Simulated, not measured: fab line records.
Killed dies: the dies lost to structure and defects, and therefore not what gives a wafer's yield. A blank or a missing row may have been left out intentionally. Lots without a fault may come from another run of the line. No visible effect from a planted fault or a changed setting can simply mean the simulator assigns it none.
fab line records	flow gf180mcu
record lots=5	wafers=15	lastDay=34
route steps=602 shown V2@400 M3@409 V3@429
lots untouched by any fault: they come from a run of this same line in which no faults occurred
startH: start of the lot's first displayed wafer, in hours after the record's first day	waitH: hours from the lot's prior step to this one	" repeats the value in the row above	L1.1+2: one row covering several wafers at once	- no value, or no start was given	* or withheld: withheld	< > ~ a bound
route shown NAME@n: a module of which the file shows steps, and the number in the route of the first	usual: mean/standard deviation of fault-free wafers	same: alike in all rows	chamber/n: place in a boat	sites: per-site readings	_std_site: standard deviation across them	_edge_site: outer sites' mean less inner sites'	radiusMm: how far each site lies from the wafer's centre	mask NAME#n: copy n	behind: the most recent tool/chamber to have shaped the wafer	hold: why the lot went on hold/how many hours it stayed there/how the hold came to an end	device: transistor that didn't switch, given as n, p or np	end of line: the tests these same wafers got at the end of their route	where a step has no rows: the recipe by itself	killed: dies lost to structure and defects at the first sort, not the wafer's yield	map: per-die view of a wafer (x killed, . not killed, _ where there is no die)
set.NAME: the setting that was run; set.NAME@STEP: the one run at that earlier step	model.NAME: the simulator's own value behind a step, which no gauge read
lots at some steps of the route; a table a step, a row a wafer
services: a tool's chamber out of use, with start hour (startH, from the record's first day; less than 0 if before it), hours out, and reason
## steps
# step GF_V2_STRIP_18
# recipe chemistry=O2/N2	powerW=1400	pressureMtorr=1500	platenTempC=250	o2FlowSccm=3000	n2FlowSccm=300	overashFraction=0.5
# usual drypumpMotorCurrentA=5.9/0.35	heaterPowerW=326/14	oesProductAu=0.591/0.0047
lot.wafer	tool	chamber	startH	waitH	drypumpMotorCurrentA	heaterPowerW	oesProductAu	rfHoursCounterH
L075.1	plasmaAsher-03	1	489.08	-	6.0	318	0.588	77
L075.4	"	1	"	"	6.1	326	0.593	-
L075.5	"	1	"	"	6.1	322	0.596	-
L077.2	plasmaAsher-03	0	498.23	-	6.5	337	0.592	78
L077.4	"	1	"	"	6.0	325	0.595	-
L077.5	"	1	"	"	6.0	323	0.585	-
L089.2	plasmaAsher-03	1	594.38	-	6.0	327	0.585	88
L089.3	"	0	"	"	6.5	347	0.597	-
L089.4	"	1	"	"	6.0	324	0.590	-
L090.2	plasmaAsher-02	0	598.68	-	6.0	313	0.584	46
L090.3	"	1	"	"	5.7	350	0.586	-
L090.4	"	0	"	"	6.0	309	0.596	-
L095.2	plasmaAsher-02	1	639.74	-	5.7	342	0.590	51
L095.3	"	0	"	"	6.0	310	0.593	-
L095.4	"	1	"	"	5.7	353	0.595	-
# step GF_V2_STRIP_19
# recipe chemistry=postEtchResidueRemover	timeS=1200	tempC=72.5
lot.wafer	tool	chamber	startH	waitH
L075.1+4+5	wetBench-02	0	489.18	0.1
L077.2+4+5	wetBench-04	2	498.33	0.1
L089.2+3+4	wetBench-02	3	594.48	0.1
L090.2+3+4	wetBench-02	1	598.78	0.1
L095.2+3+4	wetBench-02	0	639.84	0.1
# step GF_V2_CLEAN_20
# recipe chemistry=DIW	dry=n2Spin
lot.wafer	tool	chamber	startH	waitH
L075.1+4+5	wetBench-04	0	489.53	0.0
L077.2+4+5	wetBench-01	1	499.01	0.0
L089.2+3+4	wetBench-01	0	594.82	0.0
L090.2+3+4	wetBench-01	2	599.12	0.0
L095.2+3+4	wetBench-02	3	640.18	0.0
# step GF_V2_SPUTTER_21
# recipe material=Ti	targetThkNm=15	chamberPressurePa=5	powerW=2500	substrateTempC=200	timeS=80.02
# usual throttleValvePct=30.3/1
lot.wafer	tool	chamber	startH	waitH	throttleValvePct
L075.1	pvdSputter-02	-	489.62	0.0	30.4
L075.4	"	-	"	"	28.7
L075.5	"	-	"	"	30.6
L077.2	pvdSputter-04	-	499.11	0.0	32.3
L077.4	"	-	"	"	30.8
L077.5	"	-	"	"	30.8
L089.2	pvdSputter-04	-	595.00	0.0	30.3
L089.3	"	-	"	"	32.7
L089.4	"	-	"	"	30.9
L090.2	pvdSputter-04	-	599.21	0.0	29.2
L090.3	"	-	"	"	30.9
L090.4	"	-	"	"	32.4
L095.2	pvdSputter-02	-	640.28	0.0	30.0
L095.3	"	-	"	"	29.4
L095.4	"	-	"	"	28.7
# step GF_V2_SPUTTER_22
# recipe material=TiN	targetThkNm=10	chamberPressurePa=5	powerW=4000	timeS=40
# usual throttleValvePct=30.3/1
lot.wafer	tool	chamber	startH	waitH	throttleValvePct
L075.1	pvdSputter-02	-	489.68	0.0	30.2
L075.4	"	-	"	"	28.7
L075.5	"	-	"	"	30.6
L077.2	pvdSputter-04	-	499.17	0.0	32.5
L077.4	"	-	"	"	31.1
L077.5	"	-	"	"	31.0
L089.2	pvdSputter-04	-	595.06	0.0	30.1
L089.3	"	-	"	"	32.7
L089.4	"	-	"	"	30.9
L090.2	pvdSputter-04	-	599.27	0.0	29.2
L090.3	"	-	"	"	30.9
L090.4	"	-	"	"	32.6
L095.2	pvdSputter-02	-	640.34	0.0	30.4
L095.3	"	-	"	"	29.2
L095.4	"	-	"	"	28.9
# step GF_V2_CVD_23
# recipe material=W	targetThkNm=350	timeS=104.94	tempC=400	pressureTorr=40
# usual heaterPowerW=742/83	susceptorTempC=400.05/0.21
lot.wafer	tool	chamber	startH	waitH	heaterPowerW	susceptorTempC
L075.1	cvdW-02	0	489.72	0.0	740	400.16
L075.4	"	1	"	"	890	399.87
L075.5	"	1	"	"	848	399.78
L077.2	cvdW-01	0	499.21	0.0	697	399.82
L077.4	"	0	"	"	683	399.92
L077.5	"	1	"	"	659	400.32
L089.2	cvdW-02	0	595.10	0.0	730	400.16
L089.3	"	1	"	"	881	400.17
L089.4	"	0	"	"	715	400.00
L090.2	cvdW-01	1	599.31	0.0	678	399.91
L090.3	"	0	"	"	699	400.16
L090.4	"	1	"	"	649	400.04
L095.2	cvdW-02	1	640.38	0.0	867	399.91
L095.3	"	0	"	"	741	400.13
L095.4	"	1	"	"	893	399.93
# step GF_V2_RS_MEAS_24
# recipe thkMeasGauge=four-point-probe	reads=W_of_V2_CVD_23+TiN_of_V2_SPUTTER_22+Ti_of_V2_SPUTTER_21
# usual V2_W_RS=0.329/0.0035
lot.wafer	tool	chamber	startH	waitH	V2_W_RS[ohm/sq]
L075.1	filmMetro-03	-	489.83	0.1	0.329
L075.4	"	-	"	"	0.329
L075.5	"	-	"	"	0.328
L077.2	filmMetro-04	-	499.34	0.1	0.327
L077.4	"	-	"	"	0.332
L077.5	"	-	"	"	0.326
L089.2	filmMetro-04	-	595.23	0.1	0.327
L089.3	"	-	"	"	0.328
L089.4	"	-	"	"	0.329
L090.2	filmMetro-04	-	599.45	0.1	0.332
L090.3	"	-	"	"	0.328
L090.4	"	-	"	"	0.334
L095.2	filmMetro-04	-	640.51	0.1	0.325
L095.3	"	-	"	"	0.326
L095.4	"	-	"	"	0.325
# step GF_V2_THK_MEAS_25
# recipe thkMeasGauge=xrf	reads=W_of_V2_CVD_23
# usual V2_W_THK=355/5.4
lot.wafer	tool	chamber	startH	waitH	V2_W_THK[nm]
L075.1	filmMetro-03	-	489.95	0.1	357
L075.4	"	-	"	"	357
L075.5	"	-	"	"	357
L077.2	filmMetro-04	-	499.45	0.1	356
L077.4	"	-	"	"	350
L077.5	"	-	"	"	354
L089.2	filmMetro-04	-	595.34	0.1	360
L089.3	"	-	"	"	360
L089.4	"	-	"	"	357
L090.2	filmMetro-04	-	599.56	0.1	354
L090.3	"	-	"	"	359
L090.4	"	-	"	"	350
L095.2	filmMetro-04	-	640.62	0.1	357
L095.3	"	-	"	"	356
L095.4	"	-	"	"	359
# step GF_V2_CMP_26
# recipe stopOn=SiO2	downForcePsi=3.5	platenRpm=60	tOverpolishS=15	targetThkNm=0	padVelocityMS=0.94248
# usual motorCurrentA=10.7/1.3	overpolishRunS=15.001/0.0095	timeToEndpointS=84/3.4
lot.wafer	tool	chamber	startH	waitH	motorCurrentA	overpolishRunS	timeToEndpointS
L075.1	cmp-02	1	490.06	0.1	8.9	14.992	85
L075.4	"	2	"	"	11.3	15.007	90
L075.5	"	1	"	"	8.8	15.012	85
L077.4	cmp-02	2	499.60	0.1	12.1	15.024	87
L077.2	"	3	"	"	11.2	14.999	88
L077.5	"	1	"	"	8.9	15.003	87
L089.3	cmp-01	2	595.39	0.0	11.6	14.996	82
L089.4	"	3	"	"	8.5	15.023	78
L089.2	"	1	"	"	12.1	15.012	81
L090.3	cmp-01	0	599.61	0.0	9.8	15.029	81
L090.4	"	1	"	"	12.3	14.999	76
L090.2	"	2	"	"	12.3	15.006	81
L095.4	cmp-01	1	641.26	0.6	11.7	15.005	83
L095.2	"	3	"	"	8.9	14.990	84
L095.3	"	0	"	"	10.0	14.977	82
# step GF_M3_SPUTTER_00
# recipe material=Ti	targetThkNm=37.5	arrivingIonEnergyEv=80	substrateTempC=200	chamberPressurePa=2	powerW=4000	timeS=150
# usual throttleValvePct=30.4/0.96
lot.wafer	tool	chamber	startH	waitH	throttleValvePct
L075.1	pvdSputter-01	-	490.31	0.2	29.6
L075.4	"	-	"	"	29.8
L075.5	"	-	"	"	30.0
L077.2	pvdSputter-04	-	499.80	0.1	29.1
L077.4	"	-	"	"	32.5
L077.5	"	-	"	"	32.4
L089.2	pvdSputter-04	-	595.69	0.1	32.4
L089.3	"	-	"	"	30.1
L089.4	"	-	"	"	29.1
L090.2	pvdSputter-01	-	599.91	0.1	29.9
L090.3	"	-	"	"	29.3
L090.4	"	-	"	"	30.6
L095.2	pvdSputter-01	-	641.56	0.1	29.5
L095.3	"	-	"	"	30.6
L095.4	"	-	"	"	29.9
# step GF_M3_SPUTTER_01
# recipe material=TiN	targetThkNm=30	powerW=6500	timeS=25	chamberPressurePa=0.4
# usual throttleValvePct=30.4/0.96
lot.wafer	tool	chamber	startH	waitH	throttleValvePct
L075.1	pvdSputter-01	-	490.41	0.1	29.5
L075.4	"	-	"	"	30.1
L075.5	"	-	"	"	30.0
L077.2	pvdSputter-04	-	499.90	0.1	29.2
L077.4	"	-	"	"	32.4
L077.5	"	-	"	"	32.4
L089.2	pvdSputter-04	-	595.79	0.1	32.5
L089.3	"	-	"	"	30.3
L089.4	"	-	"	"	29.4
L090.2	pvdSputter-01	-	600.01	0.1	29.8
L090.3	"	-	"	"	29.2
L090.4	"	-	"	"	30.6
L095.2	pvdSputter-01	-	641.66	0.1	29.2
L095.3	"	-	"	"	30.4
L095.4	"	-	"	"	29.8
# step GF_M3_SPUTTER_02
# recipe material=AlCu	targetThkNm=450	powerW=10600	timeS=23.9	chamberPressurePa=0.4
# usual throttleValvePct=30.4/0.95
lot.wafer	tool	chamber	startH	waitH	throttleValvePct
L075.1	pvdSputter-01	-	490.44	0.0	29.3
L075.4	"	-	"	"	30.0
L075.5	"	-	"	"	30.1
L077.2	pvdSputter-04	-	499.93	0.0	29.1
L077.4	"	-	"	"	32.4
L077.5	"	-	"	"	32.6
L089.2	pvdSputter-04	-	595.83	0.0	32.6
L089.3	"	-	"	"	30.4
L089.4	"	-	"	"	29.1
L090.2	pvdSputter-01	-	600.04	0.0	30.0
L090.3	"	-	"	"	29.7
L090.4	"	-	"	"	30.6
L095.2	pvdSputter-01	-	641.69	0.0	29.4
L095.3	"	-	"	"	30.0
L095.4	"	-	"	"	30.2
# step GF_M3_SPUTTER_03
# recipe material=Ti	targetThkNm=10	substrateTempC=300	chamberPressurePa=0.3	powerW=3000	timeS=6.7
# usual throttleValvePct=30.4/0.96
lot.wafer	tool	chamber	startH	waitH	throttleValvePct
L075.1	pvdSputter-01	-	490.47	0.0	29.2
L075.4	"	-	"	"	30.1
L075.5	"	-	"	"	30.1
L077.2	pvdSputter-04	-	499.96	0.0	29.1
L077.4	"	-	"	"	32.4
L077.5	"	-	"	"	32.5
L089.2	pvdSputter-04	-	595.86	0.0	32.4
L089.3	"	-	"	"	30.6
L089.4	"	-	"	"	29.3
L090.2	pvdSputter-01	-	600.07	0.0	30.0
L090.3	"	-	"	"	29.5
L090.4	"	-	"	"	31.0
L095.2	pvdSputter-01	-	641.72	0.0	29.4
L095.3	"	-	"	"	30.5
L095.4	"	-	"	"	29.7
# step GF_M3_SPUTTER_04
# recipe material=TiN	targetThkNm=50	powerW=6500	timeS=41.7	chamberPressurePa=0.4
# usual throttleValvePct=30.4/0.96
lot.wafer	tool	chamber	startH	waitH	throttleValvePct
L075.1	pvdSputter-01	-	490.49	0.0	29.4
L075.4	"	-	"	"	29.8
L075.5	"	-	"	"	30.3
L077.2	pvdSputter-04	-	499.98	0.0	28.9
L077.4	"	-	"	"	32.4
L077.5	"	-	"	"	32.5
L089.2	pvdSputter-04	-	595.88	0.0	32.5
L089.3	"	-	"	"	30.5
L089.4	"	-	"	"	29.0
L090.2	pvdSputter-01	-	600.09	0.0	30.1
L090.3	"	-	"	"	29.3
L090.4	"	-	"	"	30.5
L095.2	pvdSputter-01	-	641.74	0.0	29.4
L095.3	"	-	"	"	30.2
L095.4	"	-	"	"	29.8
# step GF_M3_RS_MEAS_05
# recipe thkMeasGauge=four-point-probe	reads=TiN_of_M3_SPUTTER_04+Ti_of_M3_SPUTTER_03+AlCu_of_M3_SPUTTER_02+TiN_of_M3_SPUTTER_01+Ti_of_M3_SPUTTER_00
# usual M3_ALCU_RS=0.0693/0.00065
lot.wafer	tool	chamber	startH	waitH	M3_ALCU_RS[ohm/sq]
L075.1	filmMetro-02	-	490.53	0.0	0.0690
L075.4	"	-	"	"	0.0694
L075.5	"	-	"	"	0.0684
L077.2	filmMetro-01	-	500.04	0.0	0.0693
L077.4	"	-	"	"	0.0700
L077.5	"	-	"	"	0.0699
L089.2	filmMetro-04	-	595.94	0.0	0.0691
L089.3	"	-	"	"	0.0683
L089.4	"	-	"	"	0.0691
L090.2	filmMetro-01	-	600.15	0.0	0.0706
L090.3	"	-	"	"	0.0696
L090.4	"	-	"	"	0.0698
L095.2	filmMetro-04	-	641.80	0.0	0.0692
L095.3	"	-	"	"	0.0681
L095.4	"	-	"	"	0.0690
# step GF_M3_THK_MEAS_06
# recipe thkMeasGauge=xrf	reads=AlCu_of_M3_SPUTTER_02
# usual M3_ALCU_THK=442/5.1
lot.wafer	tool	chamber	startH	waitH	M3_ALCU_THK[nm]
L075.1	filmMetro-02	-	490.65	0.1	442
L075.4	"	-	"	"	439
L075.5	"	-	"	"	445
L077.2	filmMetro-01	-	500.15	0.1	441
L077.4	"	-	"	"	436
L077.5	"	-	"	"	435
L089.2	filmMetro-04	-	596.05	0.1	445
L089.3	"	-	"	"	449
L089.4	"	-	"	"	443
L090.2	filmMetro-01	-	600.26	0.1	433
L090.3	"	-	"	"	441
L090.4	"	-	"	"	439
L095.2	filmMetro-04	-	641.91	0.1	439
L095.3	"	-	"	"	448
L095.4	"	-	"	"	440
# step GF_M3_DEHYDRATE_07
# recipe tempC=200	timeS=60
lot.wafer	tool	chamber	startH	waitH
L075.1+4+5	lithoTrack-02	0	502.18	11.5
L077.2+4+5	lithoTrack-04	0	510.97	10.8
L089.2+3+4	lithoTrack-03	0	606.07	10.0
L090.2+3+4	lithoTrack-03	0	609.72	9.5
L095.2+3+4	lithoTrack-03	0	650.12	8.2
# step GF_M3_HMDS_08
# recipe primeTimeS=60	primeTempC=120
# usual primeTempC=119.99/0.14
lot.wafer	tool	chamber	startH	waitH	primeTempC
L075.1	lithoTrack-02	0	502.33	0.1	120.00
L075.4	"	0	"	"	119.92
L075.5	"	0	"	"	119.96
L077.2	lithoTrack-04	0	511.12	0.1	120.11
L077.4	"	0	"	"	120.04
L077.5	"	0	"	"	119.75
L089.2	lithoTrack-03	0	606.22	0.1	120.10
L089.3	"	0	"	"	120.11
L089.4	"	0	"	"	120.01
L090.2	lithoTrack-03	0	609.87	0.1	119.92
L090.3	"	0	"	"	119.89
L090.4	"	0	"	"	119.90
L095.2	lithoTrack-03	0	650.27	0.1	119.87
L095.3	"	0	"	"	119.86
L095.4	"	0	"	"	119.73
# step GF_M3_COAT_09
# recipe resist=KrF	spinRpm=withheld	resistThkNm=1000
# usual dispensePressureKPa=52/4
lot.wafer	tool	chamber	startH	waitH	dispensePressureKPa
L075.1	lithoTrack-02	0	502.48	0.1	51
L075.4	"	0	"	"	51
L075.5	"	0	"	"	51
L077.2	lithoTrack-04	0	511.27	0.1	48
L077.4	"	0	"	"	48
L077.5	"	0	"	"	48
L089.2	lithoTrack-03	0	606.37	0.1	57
L089.3	"	0	"	"	57
L089.4	"	0	"	"	57
L090.2	lithoTrack-03	0	610.02	0.1	57
L090.3	"	0	"	"	57
L090.4	"	0	"	"	57
L095.2	lithoTrack-03	0	650.42	0.1	57
L095.3	"	0	"	"	57
L095.4	"	0	"	"	57
# step GF_M3_SOFTBAKE_10
# recipe tempC=130	timeS=60	resist=KrF
lot.wafer	tool	chamber	startH	waitH
L075.1+4+5	lithoTrack-02	0	502.63	0.1
L077.2+4+5	lithoTrack-04	0	511.42	0.1
L089.2+3+4	lithoTrack-03	0	606.52	0.1
L090.2+3+4	lithoTrack-03	0	610.17	0.1
L095.2+3+4	lithoTrack-03	0	650.57	0.1
# step GF_M3_EXPOSE_11
# recipe maskId=Metal3	targetCdNm=280	na=0.68	sourceShape=conventional	sigmaOuter=0.6	doseMj=28
# usual stageVelMmS=500.00/0.24
lot.wafer	tool	chamber	startH	waitH	mask	stageVelMmS
L075.1	krfScanner-02	0	-	-	Metal3#0	499.78
L075.4	"	0	"	"	Metal3#0	499.92
L075.5	"	0	"	"	Metal3#0	499.83
L077.2	krfScanner-01	0	-	-	Metal3#0	500.10
L077.4	"	0	"	"	Metal3#0	499.88
L077.5	"	0	"	"	Metal3#0	499.79
L089.2	krfScanner-02	0	-	-	Metal3#0	499.70
L089.3	"	0	"	"	Metal3#0	499.91
L089.4	"	0	"	"	Metal3#0	500.07
L090.2	krfScanner-01	0	-	-	Metal3#0	499.99
L090.3	"	0	"	"	Metal3#0	499.75
L090.4	"	0	"	"	Metal3#0	500.13
L095.2	krfScanner-02	0	-	-	Metal3#0	499.67
L095.3	"	0	"	"	Metal3#0	500.25
L095.4	"	0	"	"	Metal3#0	499.37
# step GF_M3_PEB_12
# recipe pebTempC=135	pebTimeS=90	resist=KrF
lot.wafer	tool	chamber	startH	waitH
L075.1+4+5	lithoTrack-02	0	-	-
L077.2+4+5	lithoTrack-03	0	-	-
L089.2+3+4	lithoTrack-04	0	-	-
L090.2+3+4	lithoTrack-04	0	-	-
L095.2+3+4	lithoTrack-04	0	-	-
# step GF_M3_DEVELOP_13
# recipe developTimeS=60	devTempC=21
lot.wafer	tool	chamber	startH	waitH
L075.1+4+5	lithoTrack-02	0	514.03	0.2
L077.2+4+5	lithoTrack-03	0	523.22	0.2
L089.2+3+4	lithoTrack-04	0	616.72	0.2
L090.2+3+4	lithoTrack-04	0	620.27	0.2
L095.2+3+4	lithoTrack-04	0	661.22	0.2
# step GF_M3_CD_MEAS_14
# recipe targetCdNm=280
# usual cdNm=279.8/1.1
lot.wafer	tool	chamber	startH	waitH	cdNm
L075.1	cdSem-02	-	514.18	0.1	279.1
L075.4	"	-	"	"	277.9
L075.5	"	-	"	"	278.5
L077.2	cdSem-02	-	523.37	0.1	278.6
L077.4	"	-	"	"	279.3
L077.5	"	-	"	"	278.9
L089.2	cdSem-02	-	616.87	0.1	281.7
L089.3	"	-	"	"	281.2
L089.4	"	-	"	"	280.3
L090.2	cdSem-01	-	620.42	0.1	280.5
L090.3	"	-	"	"	280.3
L090.4	"	-	"	"	279.8
L095.2	cdSem-01	-	661.37	0.1	279.5
L095.3	"	-	"	"	280.3
L095.4	"	-	"	"	280.9
# step GF_M3_OVL_MEAS_15
# usual M3_OVL=3/5.6
lot.wafer	tool	chamber	startH	waitH	M3_OVL[nm]
L075.1	overlay-01	-	514.30	0.1	4
L075.4	"	-	"	"	5
L075.5	"	-	"	"	12
L077.2	overlay-01	-	523.47	0.1	-2
L077.4	"	-	"	"	-4
L077.5	"	-	"	"	1
L089.2	overlay-01	-	616.97	0.1	3
L089.3	"	-	"	"	2
L089.4	"	-	"	"	1
L090.2	overlay-02	-	620.52	0.1	1
L090.3	"	-	"	"	-1
L090.4	"	-	"	"	1
L095.2	overlay-01	-	661.47	0.1	-3
L095.3	"	-	"	"	-3
L095.4	"	-	"	"	-4
# step GF_M3_METAL_ETCH_16
# recipe chemistry=Cl2/BCl3	maskMaterial=KrF	targetDepthNm=627.5	stopOn=SiO2	pressureMtorr=8	icpW=800	biasW=140	Cl2_flow_sccm=80	bcl3FlowSccm=40	timeS=104.6
# usual drypumpMotorCurrentA=5.6/0.35	oesProductAu=0.974/0.005	throttleValvePct=28.248/0.01
lot.wafer	tool	chamber	startH	waitH	drypumpMotorCurrentA	oesProductAu	rfHoursCounterH	throttleValvePct
L075.1	rieMetal-04	1	514.34	0.0	6.1	0.975	2	28.248
L075.4	"	1	"	"	6.1	0.974	-	28.250
L075.5	"	1	"	"	6.1	0.977	-	28.251
L077.2	rieMetal-01	0	523.50	0.0	5.5	0.983	10	28.239
L077.4	"	1	"	"	5.7	0.966	-	28.266
L077.5	"	1	"	"	5.7	0.965	-	28.250
L089.2	rieMetal-01	0	617.00	0.0	5.5	0.977	13	28.241
L089.3	"	0	"	"	5.5	0.973	-	28.243
L089.4	"	1	"	"	5.7	0.971	-	28.263
L090.2	rieMetal-01	0	620.55	0.0	5.5	0.966	13	28.257
L090.3	"	0	"	"	5.5	0.969	-	28.263
L090.4	"	1	"	"	5.7	0.977	-	28.262
L095.2	rieMetal-03	0	661.50	0.0	4.8	0.979	0	28.255
L095.3	"	1	"	"	5.7	0.975	-	28.242
L095.4	"	0	"	"	4.8	0.976	-	28.254
# step GF_M3_STRIP_17
# recipe chemistry=O2/N2	powerW=1400	pressureMtorr=1500	platenTempC=250	o2FlowSccm=3000	n2FlowSccm=300	overashFraction=0.5
# usual drypumpMotorCurrentA=5.9/0.4	heaterPowerW=324/20	oesProductAu=0.557/0.0049	stripTimeToEndpointS=7.86/0.035
lot.wafer	tool	chamber	startH	waitH	drypumpMotorCurrentA	heaterPowerW	oesProductAu	rfHoursCounterH	stripTimeToEndpointS
L075.1	plasmaAsher-04	0	514.45	0.1	6.1	330	0.558	9	7.87
L075.4	"	1	"	"	5.1	287	0.561	-	7.87
L075.5	"	0	"	"	6.1	325	0.567	-	7.90
L077.2	plasmaAsher-03	0	523.61	0.1	6.5	338	0.554	80	7.84
L077.4	"	0	"	"	6.5	340	0.554	-	7.83
L077.5	"	1	"	"	6.0	314	0.549	-	7.79
L089.2	plasmaAsher-02	1	617.12	0.1	5.7	349	0.556	48	7.87
L089.3	"	1	"	"	5.7	351	0.556	-	7.86
L089.4	"	0	"	"	6.0	306	0.568	-	7.88
L090.2	plasmaAsher-02	0	620.67	0.1	6.0	312	0.552	49	7.83
L090.3	"	1	"	"	5.7	347	0.552	-	7.88
L090.4	"	0	"	"	6.0	311	0.557	-	7.83
L095.2	plasmaAsher-02	0	661.62	0.1	6.0	310	0.564	53	7.80
L095.3	"	1	"	"	5.7	348	0.553	-	7.89
L095.4	"	0	"	"	6.0	306	0.559	-	7.82
# step GF_M3_STRIP_18
# recipe chemistry=postEtchResidueRemover	timeS=1200	tempC=72.5
lot.wafer	tool	chamber	startH	waitH
L075.1+4+5	wetBench-01	3	514.55	0.1
L077.2+4+5	wetBench-02	1	523.71	0.1
L089.2+3+4	wetBench-02	3	617.22	0.1
L090.2+3+4	wetBench-03	0	620.77	0.1
L095.2+3+4	wetBench-01	0	661.72	0.1
# step GF_M3_CLEAN_19
# recipe chemistry=DIW	dry=n2Spin
lot.wafer	tool	chamber	startH	waitH
L075.1+4+5	wetBench-03	2	514.89	0.0
L077.2+4+5	wetBench-01	3	524.06	0.0
L089.2+3+4	wetBench-02	2	617.59	0.0
L090.2+3+4	wetBench-01	2	621.11	0.0
L095.2+3+4	wetBench-02	3	662.06	0.0
# step GF_V3_CVD_00
# recipe material=SiO2	targetThkNm=600	sigmaOpenFrac=0.3	tempC=400	timeS=100	sih4FlowSccm=60	pressureMtorr=6
# usual susceptorTempC=400.05/0.22
lot.wafer	tool	chamber	startH	waitH	susceptorTempC
L075.1	hdpcvd-02	1	514.98	0.0	399.90
L075.4	"	1	"	"	399.56
L075.5	"	0	"	"	399.87
L077.2	hdpcvd-01	1	524.15	0.0	400.06
L077.4	"	1	"	"	400.02
L077.5	"	0	"	"	400.22
L089.2	hdpcvd-02	0	617.69	0.0	400.02
L089.3	"	2	"	"	400.40
L089.4	"	2	"	"	400.36
L090.2	hdpcvd-02	1	621.21	0.0	400.21
L090.3	"	2	"	"	400.08
L090.4	"	2	"	"	400.30
L095.2	hdpcvd-02	2	662.16	0.0	399.86
L095.3	"	1	"	"	399.86
L095.4	"	0	"	"	399.78
# step GF_V3_THK_MEAS_01
# recipe reads=SiO2_of_V3_CVD_00
# usual V3_CVD_00_THK=604/5.1
lot.wafer	tool	chamber	startH	waitH	V3_CVD_00_THK[nm]
L075.1	filmMetro-01	-	515.06	0.0	608
L075.4	"	-	"	"	613
L075.5	"	-	"	"	609
L077.2	filmMetro-01	-	524.23	0.0	599
L077.4	"	-	"	"	602
L077.5	"	-	"	"	601
L089.2	filmMetro-04	-	617.77	0.0	606
L089.3	"	-	"	"	609
L089.4	"	-	"	"	613
L090.2	filmMetro-04	-	621.29	0.0	614
L090.3	"	-	"	"	602
L090.4	"	-	"	"	604
L095.2	filmMetro-01	-	662.24	0.0	606
L095.3	"	-	"	"	608
L095.4	"	-	"	"	609
# step GF_V3_CVD_02
# recipe material=SiO2	targetThkNm=850	precursor=TEOS	tempC=400	timeS=94.851	rfW=600
# usual heaterPowerW=674/90	susceptorTempC=399.98/0.23
lot.wafer	tool	chamber	startH	waitH	heaterPowerW	susceptorTempC
L075.1	pecvd-02	1	515.12	0.1	794	400.24
L075.4	"	2	"	"	530	399.87
L075.5	"	1	"	"	836	399.84
L077.2	pecvd-04	2	524.28	0.0	733	399.63
L077.4	"	2	"	"	762	399.83
L077.5	"	1	"	"	523	400.18
L089.2	pecvd-03	0	617.82	0.0	734	399.70
L089.3	"	1	"	"	609	399.70
L089.4	"	0	"	"	596	399.98
L090.2	pecvd-03	1	621.34	0.0	563	400.26
L090.3	"	0	"	"	728	400.07
L090.4	"	1	"	"	613	400.35
L095.2	pecvd-04	0	662.29	0.0	748	399.73
L095.3	"	1	"	"	676	399.86
L095.4	"	2	"	"	760	399.88
# step GF_V3_THK_MEAS_03
# recipe reads=SiO2_of_V3_CVD_02
# usual V3_CVD_02_THK=852/9.7
lot.wafer	tool	chamber	startH	waitH	V3_CVD_02_THK[nm]
L075.1	filmMetro-04	-	515.19	0.0	844
L075.4	"	-	"	"	860
L075.5	"	-	"	"	857
L077.2	filmMetro-03	-	524.36	0.0	846
L077.4	"	-	"	"	852
L077.5	"	-	"	"	869
L089.2	filmMetro-03	-	617.90	0.0	858
L089.3	"	-	"	"	858
L089.4	"	-	"	"	873
L090.2	filmMetro-01	-	621.42	0.0	843
L090.3	"	-	"	"	840
L090.4	"	-	"	"	850
L095.2	filmMetro-03	-	662.37	0.0	830
L095.3	"	-	"	"	839
L095.4	"	-	"	"	861
# step GF_V3_CMP_04
# recipe material=SiO2	downForcePsi=4	platenRpm=60	padVelocityMS=0.94248
# usual motorCurrentA=11.7/1.4	timeToEndpointS=80/5.1
lot.wafer	tool	chamber	startH	waitH	motorCurrentA	timeToEndpointS
L075.4	cmp-02	0	515.30	0.1	13.4	91
L075.1	"	1	"	"	9.9	85
L075.5	"	0	"	"	13.4	91
L077.4	cmp-01	2	524.41	0.0	13.0	80
L077.2	"	0	"	"	11.2	77
L077.5	"	2	"	"	12.8	85
L089.2	cmp-01	1	617.95	0.0	13.4	78
L089.3	"	2	"	"	12.1	80
L089.4	"	3	"	"	9.3	85
L090.4	cmp-02	2	621.47	0.0	12.4	83
L090.3	"	3	"	"	11.6	77
L090.2	"	0	"	"	13.2	80
L095.2	cmp-02	2	662.42	0.0	11.4	76
L095.3	"	3	"	"	11.8	77
L095.4	"	0	"	"	12.8	86
# step GF_V3_BOW_MEAS_05
# recipe mode=bow
# usual V3_BOW=120/8.2
lot.wafer	tool	chamber	startH	waitH	V3_BOW[um]
L075.1	filmMetro-04	-	515.55	0.1	122
L075.4	"	-	"	"	120
L075.5	"	-	"	"	128
L077.2	filmMetro-04	-	524.73	0.2	109
L077.4	"	-	"	"	130
L077.5	"	-	"	"	120
L089.2	filmMetro-03	-	618.27	0.3	114
L089.3	"	-	"	"	119
L089.4	"	-	"	"	115
L090.2	filmMetro-04	-	621.79	0.2	123
L090.3	"	-	"	"	134
L090.4	"	-	"	"	119
L095.2	filmMetro-01	-	662.74	0.3	136
L095.3	"	-	"	"	134
L095.4	"	-	"	"	127
## services
tool	chamber	startH	hours	kind
hdpcvd-02	1	465.58	7.2	repair
pvdSputter-04	-	473.70	3.5	repair
plasmaAsher-02	-	476.46	0.6	repair
cmp-01	-	478.12	6.1	pm
plasmaAsher-02	-	478.88	2.8	pm
wetBench-01	-	482.15	9.1	repair
plasmaAsher-02	-	484.06	7.2	repair
pvdSputter-04	-	485.07	4.6	repair
pvdSputter-01	-	499.38	2.2	repair
wetBench-01	-	508.31	5.9	repair
pvdSputter-04	-	541.11	5.5	repair
cmp-01	-	541.67	2.8	pm
pvdSputter-01	-	549.52	6.7	repair
cmp-02	-	552.92	0.3	repair
plasmaAsher-02	-	559.90	0.9	repair
cmp-01	-	568.99	2.1	repair
cmp-02	-	572.30	4.0	pm
cmp-01	-	574.26	3.1	repair
cmp-02	-	587.58	1.6	repair
pvdSputter-01	-	608.43	2.7	repair
cmp-01	-	621.67	1.8	repair
pvdSputter-01	-	631.50	1.1	repair
cmp-02	-	636.33	5.9	pm
cmp-02	-	649.93	6.2	repair
## key
fault none
